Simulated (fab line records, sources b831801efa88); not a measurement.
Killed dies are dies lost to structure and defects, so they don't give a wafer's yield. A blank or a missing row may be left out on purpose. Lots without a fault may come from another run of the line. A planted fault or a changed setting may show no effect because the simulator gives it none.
fab line records | flow sky130
record lots=14 wafers=42 last_day=50
route steps=708 shown FIELD_ISO@1 LDD_HVN@273 CONTACT@406
lots that met no fault: from a run of the same line without faults
start_h: hours from the record's first day to the start of the lot's first wafer shown | wait_h: hours since the lot's step before | " the same as in the row above | L1.1+2: a row that stands for several wafers | - no value, or no start given | * or withheld: withheld | < > ~ a bound
route shown NAME@n: a module of which the file shows steps, and the number in the route of the first | usual: mean/standard deviation of fault-free wafers | same: alike in all rows | chamber/n: place in a boat | sites: the reading at each site | _std_site: their standard deviation | _edge_site: outer sites' mean less inner sites' | radius_mm: how far each site lies from the wafer's centre | mask NAME#n: copy n | behind: the tool/chamber that last shaped the wafer | hold: why the lot was held/for how many hours/how that ended | device: the transistor (n, p or np) that didn't switch | end of line: the same wafers' tests at the end of the route | a step without rows: its recipe alone | killed: dies lost to structure and defects at the first sort, not the wafer's yield | map: a wafer's dies, x killed, . not, _ none there
set.NAME: the setting as run; set.NAME@STEP: as run at that earlier step | model.NAME: the simulator's own value behind a step, which no gauge read
steps of the route over a sample of lots; a table a step, a row a wafer
services: from which hour (start_h, from the record's first day; less than 0 if before it) a tool's chamber was out of use, for how many hours, and why
## steps
# step SKY_FIELD_ISO_BOW_MEAS_00
# recipe mode=bow
# usual INCOMING_BOW=0/6.4
# columns lot.wafer tool chamber start_h wait_h INCOMING_BOW[um]
L881.4 film_metro-02 - 10.06 - 3
L881.5 " - " " 6
L881.6 " - " " -10
L882.4 film_metro-03 - 15.06 - -5
L882.5 " - " " -4
L882.6 " - " " 8
L884.1 film_metro-02 - 25.00 - 3
L884.2 " - " " 2
L884.3 " - " " 10
L885.1 film_metro-01 - 30.00 - 5
L885.2 " - " " 6
L885.4 " - " " -6
L887.3 film_metro-03 - 40.04 - 0
L887.4 " - " " 3
L887.5 " - " " -4
L888.1 film_metro-01 - 45.00 - 5
L888.2 " - " " -5
L888.6 " - " " -3
L889.1 film_metro-01 - 50.00 - 4
L889.3 " - " " -13
L889.6 " - " " -5
L892.1 film_metro-01 - 65.00 - -2
L892.2 " - " " 5
L892.6 " - " " -2
L893.1 film_metro-03 - 70.00 - -1
L893.3 " - " " -16
L893.5 " - " " 3
L895.1 film_metro-03 - 80.00 - 1
L895.2 " - " " -6
L895.3 " - " " 11
L896.2 film_metro-01 - 85.02 - 3
L896.4 " - " " 1
L896.6 " - " " 6
L899.1 film_metro-03 - 100.00 - 16
L899.3 " - " " 4
L899.4 " - " " -10
L901.1 film_metro-03 - 110.00 - -3
L901.4 " - " " 1
L901.6 " - " " -9
L904.1 film_metro-03 - 125.00 - 2
L904.3 " - " " 1
L904.5 " - " " 3
# step SKY_LDD_HVN_DEVELOP_06
# recipe resist=NOVOLAK developer=TMAH develop_time_s=60 dev_temp_c=23
# usual exhaust_pa=45.0/0.9
# columns lot.wafer tool chamber start_h wait_h exhaust_pa
L881.4 litho_track-03 0 472.16 0.1 45.3
L881.5 " 0 " " 45.6
L881.6 " 0 " " 46.1
L882.4 litho_track-03 0 473.41 0.1 45.4
L882.5 " 0 " " 46.2
L882.6 " 0 " " 45.7
L884.1 litho_track-02 0 486.87 0.1 45.2
L884.2 " 0 " " 45.7
L884.3 " 0 " " 45.2
L885.1 litho_track-03 0 491.68 0.1 44.4
L885.2 " 0 " " 45.0
L885.4 " 0 " " 46.0
L887.3 litho_track-03 0 514.93 0.1 45.2
L887.4 " 0 " " 44.6
L887.5 " 0 " " 45.1
L888.1 litho_track-01 0 526.85 0.1 43.9
L888.2 " 0 " " 44.3
L888.6 " 0 " " 44.6
L889.1 litho_track-02 0 538.77 0.1 44.3
L889.3 " 0 " " 43.0
L889.6 " 0 " " 44.8
L892.1 litho_track-01 0 554.35 0.1 47.7
L892.2 " 0 " " 45.8
L892.6 " 0 " " 45.6
L893.1 litho_track-03 0 560.28 0.1 45.1
L893.3 " 0 " " 44.6
L893.5 " 0 " " 46.4
L895.1 litho_track-01 0 589.80 0.1 46.6
L895.2 " 0 " " 45.7
L895.3 " 0 " " 44.8
L896.2 litho_track-01 0 595.52 0.1 45.0
L896.4 " 0 " " 44.8
L896.6 " 0 " " 44.2
L899.1 litho_track-01 0 626.75 0.1 45.2
L899.3 " 0 " " 44.5
L899.4 " 0 " " 44.1
L901.1 litho_track-03 0 627.98 0.1 44.6
L901.4 " 0 " " 44.9
L901.6 " 0 " " 45.4
L904.1 litho_track-03 0 662.23 0.1 46.3
L904.3 " 0 " " 45.6
L904.5 " 0 " " 45.5
# step SKY_LDD_HVN_TW_MEAS_10
# usual LDD_HVN_TW=1429/12
# columns lot.wafer tool chamber start_h wait_h LDD_HVN_TW
L881.4 film_metro-04 - 472.55 0.1 1440
L881.5 " - " " 1440
L881.6 " - " " 1431
L882.4 film_metro-01 - 473.80 0.1 1434
L882.5 " - " " 1432
L882.6 " - " " 1439
L884.1 film_metro-04 - 487.30 0.1 1442
L884.2 " - " " 1443
L884.3 " - " " 1440
L885.1 film_metro-04 - 492.12 0.1 1447
L885.2 " - " " 1452
L885.4 " - " " 1438
L887.3 film_metro-02 - 515.34 0.1 1426
L887.4 " - " " 1419
L887.5 " - " " 1423
L888.1 film_metro-01 - 527.29 0.1 1425
L888.2 " - " " 1424
L888.6 " - " " 1434
L889.1 film_metro-01 - 539.20 0.1 1437
L889.3 " - " " 1432
L889.6 " - " " 1440
L892.1 film_metro-04 - 554.79 0.1 1436
L892.2 " - " " 1445
L892.6 " - " " 1443
L893.1 film_metro-01 - 560.72 0.1 1432
L893.3 " - " " 1430
L893.5 " - " " 1435
L895.1 film_metro-02 - 590.24 0.1 1415
L895.2 " - " " 1423
L895.3 " - " " 1419
L896.2 film_metro-04 - 595.95 0.1 1332
L896.4 " - " " 1333
L896.6 " - " " 1333
L899.1 film_metro-01 - 627.19 0.1 1314
L899.3 " - " " 1312
L899.4 " - " " 1311
L901.1 film_metro-01 - 628.53 0.1 1426
L901.4 " - " " 1436
L901.6 " - " " 1436
L904.1 film_metro-02 - 662.67 0.1 1424
L904.3 " - " " 1426
L904.5 " - " " 1421
# step SKY_CONTACT_CVD_00
# recipe material=Si3N4 target_thk_nm=75 temp_c=400 time_s=withheld rf_w=450
# usual heater_power_outer_w=415/95 heater_power_w=716/140 susceptor_temp_C=400.03/0.21
# columns lot.wafer tool chamber start_h wait_h heater_power_outer_w heater_power_w susceptor_temp_C
L881.4 pecvd-04 2 713.69 0.0 537 880 400.26
L881.5 " 0 " " 424 767 400.02
L881.6 " 1 " " 575 934 399.85
L882.4 pecvd-02 1 716.40 0.0 475 832 399.89
L882.5 " 2 " " 416 641 399.97
L882.6 " 0 " " 260 511 399.80
L884.1 pecvd-03 0 733.57 0.0 490 879 400.06
L884.2 " 2 " " 414 700 399.97
L884.3 " 1 " " 337 573 400.30
L885.1 pecvd-02 0 735.35 0.0 256 516 399.92
L885.2 " 2 " " 387 641 400.50
L885.4 " 0 " " 261 514 400.01
L887.3 pecvd-04 0 747.04 0.0 345 635 400.01
L887.4 " 0 " " 353 661 400.49
L887.5 " 2 " " 457 780 399.92
L888.1 pecvd-03 2 756.53 0.0 411 702 400.14
L888.2 " 1 " " 314 538 400.37
L888.6 " 1 " " 319 536 400.06
L889.1 pecvd-02 2 766.95 0.0 402 636 399.80
L889.3 " 0 " " 254 493 399.48
L889.6 " 0 " " 250 511 399.50
L892.1 pecvd-03 0 791.26 0.0 419 755 399.81
L892.2 " 1 " " 357 582 400.14
L892.6 " 0 " " 429 787 400.19
L893.1 pecvd-04 0 794.68 0.0 327 617 399.81
L893.3 " 1 " " 527 864 400.07
L893.5 " 0 " " 327 623 399.86
L895.1 pecvd-02 1 820.45 0.0 526 905 400.33
L895.2 " 0 " " 306 564 399.97
L895.3 " 2 " " 395 633 400.07
L896.2 pecvd-03 0 825.21 0.0 399 762 399.92
L896.4 " 1 " " 323 562 400.04
L896.6 " 2 " " 509 842 400.03
L899.1 pecvd-04 0 852.17 0.0 354 667 399.73
L899.3 " 1 " " 493 807 400.07
L899.4 " 1 " " 499 809 400.06
L901.1 pecvd-02 1 854.45 0.0 541 902 399.92
L901.4 " 0 " " 295 556 399.80
L901.6 " 1 " " 544 896 400.35
L904.1 pecvd-04 0 883.25 0.0 424 755 399.83
L904.3 " 2 " " 536 897 400.16
L904.5 " 1 " " 553 912 400.26
# step SKY_CONTACT_RS_MEAS_25
# recipe thk_meas_gauge=four-point-probe reads=W_of_CONTACT_CVD_24+TiN_of_CONTACT_SPUTTER_23
# usual CONTACT_W_RS=0.335/0.0058
# columns lot.wafer tool chamber start_h wait_h CONTACT_W_RS[ohm/sq]
L881.4 film_metro-03 - 742.19 0.1 0.336
L881.5 " - " " 0.335
L881.6 " - " " 0.330
L882.4 film_metro-03 - 745.40 0.1 0.343
L882.5 " - " " 0.336
L882.6 " - " " 0.345
L884.1 film_metro-03 - 762.74 0.1 0.338
L884.2 " - " " 0.328
L884.3 " - " " 0.339
L885.1 film_metro-02 - 763.89 0.1 0.338
L885.2 " - " " 0.325
L885.4 " - " " 0.342
L887.3 film_metro-01 - 776.06 0.1 0.334
L887.4 " - " " 0.332
L887.5 " - " " 0.333
L888.1 film_metro-01 - 784.01 0.1 0.328
L888.2 " - " " 0.334
L888.6 " - " " 0.335
L889.1 film_metro-03 - 795.99 0.1 0.332
L889.3 " - " " 0.332
L889.6 " - " " 0.341
L892.1 film_metro-03 - 818.09 0.1 0.328
L892.2 " - " " 0.344
L892.6 " - " " 0.342
L893.1 film_metro-02 - 822.24 0.1 0.328
L893.3 " - " " 0.339
L893.5 " - " " 0.330
L895.1 film_metro-03 - 848.44 0.1 0.345
L895.2 " - " " 0.330
L895.3 " - " " 0.328
L896.2 film_metro-02 - 853.09 0.1 0.325
L896.4 " - " " 0.327
L896.6 " - " " 0.326
L899.1 film_metro-02 - 879.37 0.1 0.346
L899.3 " - " " 0.337
L899.4 " - " " 0.350
L901.1 film_metro-02 - 881.86 0.1 0.331
L901.4 " - " " 0.336
L901.6 " - " " 0.332
L904.1 film_metro-01 - 910.43 0.1 0.337
L904.3 " - " " 0.335
L904.5 " - " " 0.339
## services
# columns tool chamber start_h hours kind
pecvd-02 1 455.62 - clean
pecvd-02 1 455.62 - consumable_replace:showerhead
pecvd-02 1 455.62 29.0 scheduled_down
pecvd-02 1 455.62 29.0 vent_cycle
pecvd-02 - 510.19 1.2 repair
pecvd-03 - 510.32 1.1 repair
pecvd-04 2 520.00 8.4 repair
pecvd-02 1 533.04 2.1 scheduled_down
pecvd-02 2 547.30 2.1 scheduled_down
pecvd-04 2 548.99 5.1 repair
pecvd-03 - 565.06 6.0 pm
pecvd-04 1 603.78 5.5 scheduled_down
pecvd-02 - 607.35 5.5 pm
pecvd-04 1 636.88 - clean
pecvd-04 1 636.88 - consumable_replace:showerhead
pecvd-04 1 636.88 29.0 scheduled_down
pecvd-04 - 637.09 1.6 repair
pecvd-03 1 643.24 4.6 repair
pecvd-04 - 699.32 1.5 repair
pecvd-02 0 743.73 8.0 repair
pecvd-03 - 745.23 0.6 repair
pecvd-02 1 751.14 23.6 repair
pecvd-04 2 805.27 4.3 repair
pecvd-03 - 826.76 2.8 pm
## key
first_sign step=SKY_LDD_HVN_TW_MEAS_10 reading=LDD_HVN_TW direction=down sigmas=9.2 usual=1429 struck=1322
effect none on later readings
met_at SKY_LDD_HVN_DEVELOP_06
struck_lots L896,L899
sort_left_out L896.2,L896.4,L896.6,L899.1,L899.3,L899.4
tester_left_out L896,L899
not_acting_at SKY_FIELD_ISO_BOW_MEAS_00,SKY_CONTACT_CVD_00,SKY_CONTACT_RS_MEAS_25
onset_between 589.80 595.52
fault kind=process_parameter_drift tool=litho_track-01 chamber=- onset_h=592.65 steps=SKY_LDD_HVN_DEVELOP_06 channel=develop_time_s offset=* shape=step end_h=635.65 acts_in=* stated=*
# tester_left_out: of these lots the tester's yield and bins aren't shown, on N5 and GAA mostly nor the transistor test; their killed dies are dies lost to structure and defects alone, not to doping, threshold or leakage, so they don't give the yield
# sort_left_out: the simulated sort isn't trusted on such a fault, so these wafers' sort isn't shown, and their yield isn't known
